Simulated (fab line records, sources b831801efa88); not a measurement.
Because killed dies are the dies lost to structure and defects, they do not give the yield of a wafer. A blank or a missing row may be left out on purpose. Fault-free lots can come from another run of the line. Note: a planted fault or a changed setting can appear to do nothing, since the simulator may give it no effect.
Which of the tools did it? || flow gf180mcu || 13 lots with 39 wafers sampled at 4 steps, on a route of 602 steps

## WHAT THE GAUGES READ, wafer by wafer
GF_HV_LDD_CD_MEAS_46 targets a cd of 400 nm.
{"lot": "L955", "measured": "day 12 11:16", "on": "cd sem-02", "cd nm (nm)": "399.9 399.9 399.4"}
{"lot": "L956", "measured": "day 12 17:29", "on": "cd sem-01", "cd nm (nm)": "399.0 399.6 402.1"}
{"lot": "L957", "measured": "day 13 02:11", "on": "cd sem-01", "cd nm (nm)": "402.6 403.2 401.0"}
{"lot": "L958", "measured": "day 13 17:02", "on": "cd sem-02", "cd nm (nm)": "400.2 401.2 401.9"}
{"lot": "L959", "measured": "day 13 20:57", "on": "cd sem-01", "cd nm (nm)": "402.2 401.3 403.0"}
{"lot": "L960", "measured": "day 14 04:52", "on": "cd sem-02", "cd nm (nm)": "402.9 402.5 403.1"}
{"lot": "L962", "measured": "day 14 16:35", "on": "cd sem-01", "cd nm (nm)": "397.8 396.0 399.8"}
{"lot": "L963", "measured": "day 14 22:07", "on": "cd sem-02", "cd nm (nm)": "399.2 401.7 400.6"}
{"lot": "L965", "measured": "day 15 21:48", "on": "cd sem-01", "cd nm (nm)": "399.3 396.9 398.4"}
{"lot": "L966", "measured": "day 16 02:57", "on": "cd sem-02", "cd nm (nm)": "398.8 397.8 398.1"}
{"lot": "L967", "measured": "day 16 06:44", "on": "cd sem-01", "cd nm (nm)": "397.5 400.9 398.8"}
{"lot": "L973", "measured": "day 18 08:10", "on": "cd sem-01", "cd nm (nm)": "401.1 401.3 402.2"}
{"lot": "L976", "measured": "day 19 14:08", "on": "cd sem-02", "cd nm (nm)": "401.0 399.0 399.8"}

## TOOL THAT RAN EACH LOT (tool first, then ch and the chambers of the sampled wafers, then the start)
{"lot": "L955", "GF_VT_IMPLANT_STRIP_42": "plasma asher-02 ch 0,1, day 7 14:08", "GF_DUAL_GATE_OXIDATION_15": "furnace-02 ch 0, day 8 11:46", "GF_HV_LDD_STRIP_10": "plasma asher-01 ch 0,1, day 10 03:42"}
{"lot": "L956", "GF_VT_IMPLANT_STRIP_42": "plasma asher-01 ch 0,1, day 7 19:55", "GF_DUAL_GATE_OXIDATION_15": "furnace-01 ch 0, day 8 18:18", "GF_HV_LDD_STRIP_10": "plasma asher-01 ch 0,1, day 10 09:21"}
{"lot": "L957", "GF_VT_IMPLANT_STRIP_42": "plasma asher-01 ch 0,1, day 8 03:02", "GF_DUAL_GATE_OXIDATION_15": "furnace-02 ch 0, day 9 00:26", "GF_HV_LDD_STRIP_10": "plasma asher-01 ch 0,1, day 10 16:50"}
{"lot": "L958", "GF_VT_IMPLANT_STRIP_42": "plasma asher-04 ch 0,1, day 8 10:08", "GF_DUAL_GATE_OXIDATION_15": "furnace-01 ch 0, day 9 07:53", "GF_HV_LDD_STRIP_10": "plasma asher-04 ch 0,1, day 11 06:18"}
{"lot": "L959", "GF_VT_IMPLANT_STRIP_42": "plasma asher-01 ch 0,1, day 8 14:25", "GF_DUAL_GATE_OXIDATION_15": "furnace-01 ch 0, day 9 13:49", "GF_HV_LDD_STRIP_10": "plasma asher-04 ch 0,1, day 11 09:33"}
{"lot": "L960", "GF_VT_IMPLANT_STRIP_42": "plasma asher-01 ch 0, day 8 21:10", "GF_DUAL_GATE_OXIDATION_15": "furnace-01 ch 0, day 9 23:11", "GF_HV_LDD_STRIP_10": "plasma asher-04 ch 0,1, day 11 15:42"}
{"lot": "L962", "GF_VT_IMPLANT_STRIP_42": "plasma asher-02 ch 0,1, day 9 10:35", "GF_DUAL_GATE_OXIDATION_15": "furnace-02 ch 0, day 10 10:58", "GF_HV_LDD_STRIP_10": "plasma asher-01 ch 0,1, day 12 04:06"}
{"lot": "L963", "GF_VT_IMPLANT_STRIP_42": "plasma asher-02 ch 0,1, day 9 16:13", "GF_DUAL_GATE_OXIDATION_15": "furnace-01 ch 0, day 10 14:22", "GF_HV_LDD_STRIP_10": "plasma asher-03 ch 0,1, day 12 08:21"}
{"lot": "L965", "GF_VT_IMPLANT_STRIP_42": "plasma asher-04 ch 0,1, day 10 08:58", "GF_DUAL_GATE_OXIDATION_15": "furnace-02 ch 0, day 11 08:50", "GF_HV_LDD_STRIP_10": "plasma asher-03 ch 0,1, day 13 06:24"}
{"lot": "L966", "GF_VT_IMPLANT_STRIP_42": "plasma asher-01 ch 0,1, day 10 14:14", "GF_DUAL_GATE_OXIDATION_15": "furnace-01 ch 0, day 11 14:09", "GF_HV_LDD_STRIP_10": "plasma asher-01 ch 0,1, day 13 10:40"}
{"lot": "L967", "GF_VT_IMPLANT_STRIP_42": "plasma asher-02 ch 0,1, day 10 20:25", "GF_DUAL_GATE_OXIDATION_15": "furnace-02 ch 0, day 11 18:44", "GF_HV_LDD_STRIP_10": "plasma asher-04 ch 0,1, day 13 14:39"}
{"lot": "L973", "GF_VT_IMPLANT_STRIP_42": "plasma asher-04 ch 0,1, day 12 10:28", "GF_DUAL_GATE_OXIDATION_15": "furnace-02 ch 0, day 13 12:05", "GF_HV_LDD_STRIP_10": "plasma asher-01 ch 0,1, day 15 11:44"}
{"lot": "L976", "GF_VT_IMPLANT_STRIP_42": "plasma asher-04 ch 1, day 13 12:10", "GF_DUAL_GATE_OXIDATION_15": "furnace-02 ch 0, day 14 13:49", "GF_HV_LDD_STRIP_10": "plasma asher-03 ch 0,1, day 16 14:44"}
- GF_VT_IMPLANT_STRIP_42: strips in O2/N2.
- GF_DUAL_GATE_OXIDATION_15: stabilise 600 s, purge 300 s, target thk 7.098 nm.
- GF_HV_LDD_STRIP_10: strips in O2/N2.

## AS READ BY THE TOOLS THEMSELVES (means over the sampled wafers that have a number; for cases with no such wafer, the mark the record gives instead)
GF_VT_IMPLANT_STRIP_42.
{"lot": "L955", "tool": "plasma asher-02", "drypump motor current A (A)": 6.2, "heater power w (W)": 371, "oes product au (a.u.)": 0.719, "strip time to endpoint s (s)": 12.62}
{"lot": "L956", "tool": "plasma asher-01", "drypump motor current A (A)": 6.4, "heater power w (W)": 320, "oes product au (a.u.)": 0.717, "strip time to endpoint s (s)": 12.61}
{"lot": "L957", "tool": "plasma asher-01", "drypump motor current A (A)": 6.1, "heater power w (W)": 314, "oes product au (a.u.)": 0.715, "strip time to endpoint s (s)": 12.59}
{"lot": "L958", "tool": "plasma asher-04", "drypump motor current A (A)": 5.4, "heater power w (W)": 379, "oes product au (a.u.)": 0.718, "strip time to endpoint s (s)": 12.60}
{"lot": "L959", "tool": "plasma asher-01", "drypump motor current A (A)": 6.4, "heater power w (W)": 322, "oes product au (a.u.)": 0.718, "strip time to endpoint s (s)": 12.61}
{"lot": "L960", "tool": "plasma asher-01", "drypump motor current A (A)": 5.9, "heater power w (W)": 313, "oes product au (a.u.)": 0.719, "strip time to endpoint s (s)": 12.62}
{"lot": "L962", "tool": "plasma asher-02", "drypump motor current A (A)": 6.4, "heater power w (W)": 342, "oes product au (a.u.)": 0.716, "strip time to endpoint s (s)": 12.57}
{"lot": "L963", "tool": "plasma asher-02", "drypump motor current A (A)": 6.1, "heater power w (W)": 379, "oes product au (a.u.)": 0.716, "strip time to endpoint s (s)": 12.65}
{"lot": "L965", "tool": "plasma asher-04", "drypump motor current A (A)": 5.4, "heater power w (W)": 374, "oes product au (a.u.)": 0.717, "strip time to endpoint s (s)": 12.61}
{"lot": "L966", "tool": "plasma asher-01", "drypump motor current A (A)": 6.4, "heater power w (W)": 320, "oes product au (a.u.)": 0.713, "strip time to endpoint s (s)": 12.64}
{"lot": "L967", "tool": "plasma asher-02", "drypump motor current A (A)": 6.4, "heater power w (W)": 344, "oes product au (a.u.)": 0.714, "strip time to endpoint s (s)": 12.59}
{"lot": "L973", "tool": "plasma asher-04", "drypump motor current A (A)": 5.4, "heater power w (W)": 379, "oes product au (a.u.)": 0.716, "strip time to endpoint s (s)": 12.60}
{"lot": "L976", "tool": "plasma asher-04", "drypump motor current A (A)": 5.1, "heater power w (W)": 364, "oes product au (a.u.)": 0.718, "strip time to endpoint s (s)": 12.65}

GF_DUAL_GATE_OXIDATION_15.
{"lot": "L955", "tool": "furnace-02", "spike tc centre C (C)": 851.7, "spike tc lower C (C)": 848.9, "spike tc top C (C)": 861.8, "spike tc upper C (C)": 850.5, "tube center temp C (C)": 850.00, "tube_center_temp_C_max": 852.3}
{"lot": "L956", "tool": "furnace-01", "spike tc centre C (C)": 851.7, "spike tc lower C (C)": 850.7, "spike tc top C (C)": 861.6, "spike tc upper C (C)": 849.0, "tube center temp C (C)": 850.00, "tube_center_temp_C_max": 852.5}
{"lot": "L957", "tool": "furnace-02", "spike tc centre C (C)": 852.4, "spike tc lower C (C)": 848.7, "spike tc top C (C)": 862.6, "spike tc upper C (C)": 849.4, "tube center temp C (C)": 850.07, "tube_center_temp_C_max": 852.5}
{"lot": "L958", "tool": "furnace-01", "spike tc centre C (C)": 851.2, "spike tc lower C (C)": 851.5, "spike tc top C (C)": 862.8, "spike tc upper C (C)": 848.1, "tube center temp C (C)": 849.94, "tube_center_temp_C_max": 852.4}
{"lot": "L959", "tool": "furnace-01", "spike tc centre C (C)": 853.4, "spike tc lower C (C)": 850.4, "spike tc top C (C)": 864.1, "spike tc upper C (C)": 849.2, "tube center temp C (C)": 849.97, "tube_center_temp_C_max": 852.0}
{"lot": "L960", "tool": "furnace-01", "spike tc centre C (C)": 851.6, "spike tc lower C (C)": 850.8, "spike tc top C (C)": 863.5, "spike tc upper C (C)": 849.5, "tube center temp C (C)": 850.00, "tube_center_temp_C_max": 852.1}
{"lot": "L962", "tool": "furnace-02", "spike tc centre C (C)": 852.2, "spike tc lower C (C)": 848.8, "spike tc top C (C)": 862.9, "spike tc upper C (C)": 849.7, "tube center temp C (C)": 850.07, "tube_center_temp_C_max": 852.6}
{"lot": "L963", "tool": "furnace-01", "spike tc centre C (C)": 851.8, "spike tc lower C (C)": 851.4, "spike tc top C (C)": 863.7, "spike tc upper C (C)": 849.1, "tube center temp C (C)": 850.01, "tube_center_temp_C_max": 852.4}
{"lot": "L965", "tool": "furnace-02", "spike tc centre C (C)": 852.5, "spike tc lower C (C)": 848.6, "spike tc top C (C)": 863.3, "spike tc upper C (C)": 849.6, "tube center temp C (C)": 850.01, "tube_center_temp_C_max": 852.1}
{"lot": "L966", "tool": "furnace-01", "spike tc centre C (C)": 853.0, "spike tc lower C (C)": 851.4, "spike tc top C (C)": 864.5, "spike tc upper C (C)": 849.7, "tube center temp C (C)": 850.10, "tube_center_temp_C_max": 852.4}
{"lot": "L967", "tool": "furnace-02", "spike tc centre C (C)": 852.7, "spike tc lower C (C)": 848.9, "spike tc top C (C)": 862.1, "spike tc upper C (C)": 850.4, "tube center temp C (C)": 850.00, "tube_center_temp_C_max": 852.0}
{"lot": "L973", "tool": "furnace-02", "spike tc centre C (C)": 857.6, "spike tc lower C (C)": 854.7, "spike tc top C (C)": 867.0, "spike tc upper C (C)": 855.5, "tube center temp C (C)": 854.94, "tube_center_temp_C_max": 857.3}
{"lot": "L976", "tool": "furnace-02", "spike tc centre C (C)": 857.6, "spike tc lower C (C)": 854.0, "spike tc top C (C)": 867.6, "spike tc upper C (C)": 855.5, "tube center temp C (C)": 854.88, "tube_center_temp_C_max": 857.0}

GF_HV_LDD_STRIP_10.
{"lot": "L955", "tool": "plasma asher-01", "drypump motor current A (A)": 6.4, "heater power w (W)": 319, "oes product au (a.u.)": 0.717, "strip time to endpoint s (s)": 12.60}
{"lot": "L956", "tool": "plasma asher-01", "drypump motor current A (A)": 6.4, "heater power w (W)": 320, "oes product au (a.u.)": 0.715, "strip time to endpoint s (s)": 12.64}
{"lot": "L957", "tool": "plasma asher-01", "drypump motor current A (A)": 6.4, "heater power w (W)": 313, "oes product au (a.u.)": 0.720, "strip time to endpoint s (s)": 12.57}
{"lot": "L958", "tool": "plasma asher-04", "drypump motor current A (A)": 5.6, "heater power w (W)": 391, "oes product au (a.u.)": 0.714, "strip time to endpoint s (s)": 12.65}
{"lot": "L959", "tool": "plasma asher-04", "drypump motor current A (A)": 5.6, "heater power w (W)": 384, "oes product au (a.u.)": 0.715, "strip time to endpoint s (s)": 12.62}
{"lot": "L960", "tool": "plasma asher-04", "drypump motor current A (A)": 5.4, "heater power w (W)": 373, "oes product au (a.u.)": 0.715, "strip time to endpoint s (s)": 12.59}
{"lot": "L962", "tool": "plasma asher-01", "drypump motor current A (A)": 6.4, "heater power w (W)": 318, "oes product au (a.u.)": 0.714, "strip time to endpoint s (s)": 12.60}
{"lot": "L963", "tool": "plasma asher-03", "drypump motor current A (A)": 5.6, "heater power w (W)": 317, "oes product au (a.u.)": 0.717, "strip time to endpoint s (s)": 12.69}
{"lot": "L965", "tool": "plasma asher-03", "drypump motor current A (A)": 5.3, "heater power w (W)": 317, "oes product au (a.u.)": 0.715, "strip time to endpoint s (s)": 12.62}
{"lot": "L966", "tool": "plasma asher-01", "drypump motor current A (A)": 6.4, "heater power w (W)": 322, "oes product au (a.u.)": 0.712, "strip time to endpoint s (s)": 12.65}
{"lot": "L967", "tool": "plasma asher-04", "drypump motor current A (A)": 5.4, "heater power w (W)": 381, "oes product au (a.u.)": 0.716, "strip time to endpoint s (s)": 12.61}
{"lot": "L973", "tool": "plasma asher-01", "drypump motor current A (A)": 6.4, "heater power w (W)": 319, "oes product au (a.u.)": 0.717, "strip time to endpoint s (s)": 12.69}
{"lot": "L976", "tool": "plasma asher-03", "drypump motor current A (A)": 5.3, "heater power w (W)": 319, "oes product au (a.u.)": 0.716, "strip time to endpoint s (s)": 12.53}

## THE ANSWER, worked out from the rows above alone
Rule: the lots themselves supply what counts as usual. The widest of any qualifying gaps counts: lots, ordered by their means at a reading, are off when they make up no more than a third of the lots, leave a main group of 4 or more, and stand apart from it by 3 or more times the standard deviation of that group's means. The tables above print the reading to a certain number of digits; a main group whose means all agree to those digits is not used. A lot without any number at a reading at which 4 lots or more have one is off too. Where the step has rows for the other lots, those lots are counted as sound. After the gauges, taken in route order, come the tools' own readings; for these a lot's mean is taken, as printed above. The first step at which some lot is off is used, and at that step the reading that is off furthest; a lot without a number counts as furthest.
Off at GF_DUAL_GATE_OXIDATION_15 (tube center temp C): L973, L976. For the main group the mean is 850.02 C and the standard deviation 0.045.
A tool fits if, at that step or a process step before it, it ran every lot that is off, and no sound lot after the first of them. 2 tools fit, plasma asher-04 at GF_VT_IMPLANT_STRIP_42 and furnace-02 at GF_DUAL_GATE_OXIDATION_15, so this cannot tell which one it is.

## WHAT THE SIMULATOR PUT IN
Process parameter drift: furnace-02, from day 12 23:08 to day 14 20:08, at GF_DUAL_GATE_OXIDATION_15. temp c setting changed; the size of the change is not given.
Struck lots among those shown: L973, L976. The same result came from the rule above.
